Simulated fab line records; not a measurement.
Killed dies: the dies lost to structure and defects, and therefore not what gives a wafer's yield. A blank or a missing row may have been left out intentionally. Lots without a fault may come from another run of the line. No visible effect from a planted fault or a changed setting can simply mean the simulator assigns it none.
Which of the tools did it? | flow gf180mcu | 33 wafers from 11 lots sampled at 3 of the route's 602 steps

## WHAT EACH GAUGE READ, for each wafer
GF_V4_THK_MEAS_03. Usual: V4_CVD_02_THK gives 847 nm (standard deviation 11).
lot  | measured     | on            | V4_CVD_02_THK (nm) | flag
L837 | day 23 13:02 | film-metro-03 | 834 848 849        |
L838 | day 23 17:05 | film-metro-04 | 861 845 852        |
L839 | day 24 06:04 | film-metro-03 | 820 839 859        |
L841 | day 24 17:56 | film-metro-02 | 830 827 859        |
L843 | day 25 13:36 | film-metro-04 | 865 860 856        |
L844 | day 25 20:30 | film-metro-04 | 854 844 856        |
L847 | day 26 22:08 | film-metro-03 | 851 852 854        |
L850 | day 27 18:46 | film-metro-02 | 839 823 843        |
L854 | day 29 03:13 | film-metro-04 | 848 877 867        |
L855 | day 29 06:35 | film-metro-02 | 839 846 859        |
L857 | day 29 19:56 | film-metro-03 | 849 855 850        |

GF_TOP_METAL_CD_MEAS_14: the cd target is 440 nm. Usual: cd-nm reads 440.1 nm (standard deviation 2.1).
lot  | measured     | on        | cd-nm (nm)        | flag
L837 | day 28 00:50 | cd-sem-01 | 440.0 439.9 441.7 |
L838 | day 28 07:41 | cd-sem-01 | 441.9 439.6 442.2 |
L839 | day 28 17:17 | cd-sem-02 | 434.7 434.4 435.0 |
L841 | day 29 05:03 | cd-sem-02 | 442.8 442.7 440.5 |
L843 | day 29 22:55 | cd-sem-02 | 436.6 439.2 438.0 |
L844 | day 30 04:09 | cd-sem-01 | 439.8 439.6 437.6 |
L847 | day 31 01:43 | cd-sem-01 | 439.0 439.8 440.1 |
L850 | day 31 20:17 | cd-sem-01 | 442.1 441.5 441.9 |
L854 | day 33 00:10 | cd-sem-01 | 439.7 439.7 441.1 |
L855 | day 33 03:26 | cd-sem-01 | 439.2 440.2 438.0 |
L857 | day 33 15:06 | cd-sem-01 | 442.3 440.0 443.5 |

## TOOL THAT RAN EACH LOT (tool first, then ch and the chambers of the sampled wafers, then the start)
lot  | GF_MIM_SPUTTER_01
L837 | pvd-sputter-04, day 24 12:40
L838 | pvd-sputter-01, day 24 17:40
L839 | pvd-sputter-02, day 25 05:26
L841 | pvd-sputter-04, day 25 17:43
L843 | pvd-sputter-04, day 26 12:01
L844 | pvd-sputter-01, day 26 19:23
L847 | pvd-sputter-04, day 27 20:04
L850 | pvd-sputter-04, day 28 15:53
L854 | pvd-sputter-02, day 30 00:11
L855 | pvd-sputter-02, day 30 03:39
L857 | pvd-sputter-04, day 30 16:44
- GF_MIM_SPUTTER_01: material TiN, target thk 30 nm, time 25 s.

## WHAT THE TOOLS THEMSELVES READ (means of the sampled wafers that have a number; where no wafer has one, the mark that the record gives instead)
GF_MIM_SPUTTER_01. Usual: chamber-pressure-pa 0.4000 Pa, standard deviation 0.00085; throttle-valve-pct 30.2 %, standard deviation 0.97.
lot  | tool           | chamber-pressure-pa (Pa) | throttle-valve-pct (%) | flag
L837 | pvd-sputter-04 | 0.4005                   | 29.7                   |
L838 | pvd-sputter-01 | 0.3992                   | 30.8                   |
L839 | pvd-sputter-02 | 0.4008                   | 30.9                   |
L841 | pvd-sputter-04 | 0.4003                   | 30.2                   |
L843 | pvd-sputter-04 | 0.3996                   | 30.2                   |
L844 | pvd-sputter-01 | 0.3997                   | 30.3                   |
L847 | pvd-sputter-04 | 0.3997                   | 30.6                   |
L850 | pvd-sputter-04 | 0.3993                   | 30.1                   |
L854 | pvd-sputter-02 | 0.4000                   | 31.5                   |
L855 | pvd-sputter-02 | 0.4003                   | 30.7                   |
L857 | pvd-sputter-04 | 0.3992                   | 29.7                   |

## THE ANSWER, worked out from the rows above alone
Rule: a lot is off if the mean of its wafers that have a number lies more than 3 standard deviations from the usual mean. Also off: a lot with no number at a reading for which 4 or more lots have one. Where the step has rows for the other lots, those lots are counted as sound. After the gauges, taken in route order, come the tools' own readings; for these a lot's mean is taken, as printed above. The first step at which some lot is off is used, and at that step the reading that is off furthest; a lot without a number counts as furthest.
Nothing can be told from this: no lot is off at any reading shown.

## WHAT THE SIMULATOR PUT IN
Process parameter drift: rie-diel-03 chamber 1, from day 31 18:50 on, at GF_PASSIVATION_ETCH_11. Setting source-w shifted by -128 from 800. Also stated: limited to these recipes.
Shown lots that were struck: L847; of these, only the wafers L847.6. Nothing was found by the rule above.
